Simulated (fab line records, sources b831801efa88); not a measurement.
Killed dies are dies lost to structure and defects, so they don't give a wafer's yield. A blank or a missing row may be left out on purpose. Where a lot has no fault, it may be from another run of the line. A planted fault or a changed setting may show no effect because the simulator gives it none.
Which tool was responsible? || flow gf180mcu || Sampling: 6 lots, 18 wafers, 4 of 602 route steps

## WHAT THE GAUGES SHOWED, per wafer
GF_VT_IMPLANT_RS_MEAS_47: the measuring method here is four-point-probe.
{"lot": "L375", "measured": "day 8 10:14", "on": "filmMetro-03", "NWELL_RS (ohm/sq)": "488.9 489.9 488.7"}
{"lot": "L378", "measured": "day 9 06:09", "on": "filmMetro-01", "NWELL_RS (ohm/sq)": "488.2 488.3 486.1"}
{"lot": "L380", "measured": "day 10 01:35", "on": "filmMetro-01", "NWELL_RS (ohm/sq)": "486.6 485.7 487.7"}
{"lot": "L388", "measured": "day 12 03:41", "on": "filmMetro-01", "NWELL_RS (ohm/sq)": "497.8 497.4 497.8"}
{"lot": "L393", "measured": "day 13 11:51", "on": "filmMetro-03", "NWELL_RS (ohm/sq)": "487.3 487.6 487.8"}
{"lot": "L395", "measured": "day 14 01:40", "on": "filmMetro-03", "NWELL_RS (ohm/sq)": "486.8 486.8 486.6"}

## EACH LOT AND THE TOOL THAT RAN IT (in order: tool; ch and the chambers of the sampled wafers; start)
{"lot": "L375", "GF_STI_ETCH_14": "rieSi-02 ch 1,2,3, day 2 18:47", "GF_NWELL_IMPLANT_09": "implanter-02 ch 0, day 4 02:44", "GF_MVSD_STRIP_10": "plasmaAsher-04 ch 0,1, day 5 05:53"}
{"lot": "L378", "GF_STI_ETCH_14": "rieSi-01 ch 0,1,2, day 3 08:20", "GF_NWELL_IMPLANT_09": "implanter-01 ch 0, day 4 19:41", "GF_MVSD_STRIP_10": "plasmaAsher-02 ch 0,1, day 5 23:31"}
{"lot": "L380", "GF_STI_ETCH_14": "rieSi-01 ch 0,3, day 3 19:52", "GF_NWELL_IMPLANT_09": "implanter-02 ch 0, day 5 10:00", "GF_MVSD_STRIP_10": "plasmaAsher-03 ch 0,1, day 6 15:13"}
{"lot": "L388", "GF_STI_ETCH_14": "rieSi-01 ch 0,2,3, day 5 12:08", "GF_NWELL_IMPLANT_09": "implanter-01 ch 0, day 7 00:06", "GF_MVSD_STRIP_10": "plasmaAsher-04 ch 0,1, day 8 09:15"}
{"lot": "L393", "GF_STI_ETCH_14": "rieSi-01 ch 2,3, day 6 13:29", "GF_NWELL_IMPLANT_09": "implanter-04 ch 0, day 8 03:22", "GF_MVSD_STRIP_10": "plasmaAsher-02 ch 0,1, day 9 13:40"}
{"lot": "L395", "GF_STI_ETCH_14": "rieSi-02 ch 1,2,3, day 6 23:49", "GF_NWELL_IMPLANT_09": "implanter-02 ch 0, day 8 15:24", "GF_MVSD_STRIP_10": "plasmaAsher-04 ch 0,1, day 10 02:13"}
- GF_STI_ETCH_14: etches Si in HBr/Cl2/O2, target depth 360 nm, time 102.9 s.
- GF_NWELL_IMPLANT_09
- GF_MVSD_STRIP_10: strips in O2/N2.

## THE ANSWER, worked out from the rows above alone
Rule: the lots themselves supply what counts as usual. The widest of any qualifying gaps counts: lots, ordered by their means at a reading, are off when they make up no more than a third of the lots, leave a main group of 4 or more, and stand apart from it by 3 or more times the standard deviation of that group's means. If all means in a main group match to the digits the tables above print for the reading, that group is not used. Also off: a lot with no number at a reading for which 4 or more lots have one. The other lots that the step has rows for count as sound.
Off: L388, seen at GF_VT_IMPLANT_RS_MEAS_47 (NWELL_RS). The main group has a mean of 487.5 ohm/sq with a standard deviation of 0.9.
A tool fits if, at a process step before that reading, it ran every lot that is off, and no sound lot after the first of them. Gauges at GF_VT_IMPLANT_RS_MEAS_47: tried the same way as those tools. 2 tools fit, implanter-01 at GF_NWELL_IMPLANT_09 and filmMetro-01 at GF_VT_IMPLANT_RS_MEAS_47, so this cannot tell which one it is.

## WHAT THE SIMULATOR HAD PUT IN
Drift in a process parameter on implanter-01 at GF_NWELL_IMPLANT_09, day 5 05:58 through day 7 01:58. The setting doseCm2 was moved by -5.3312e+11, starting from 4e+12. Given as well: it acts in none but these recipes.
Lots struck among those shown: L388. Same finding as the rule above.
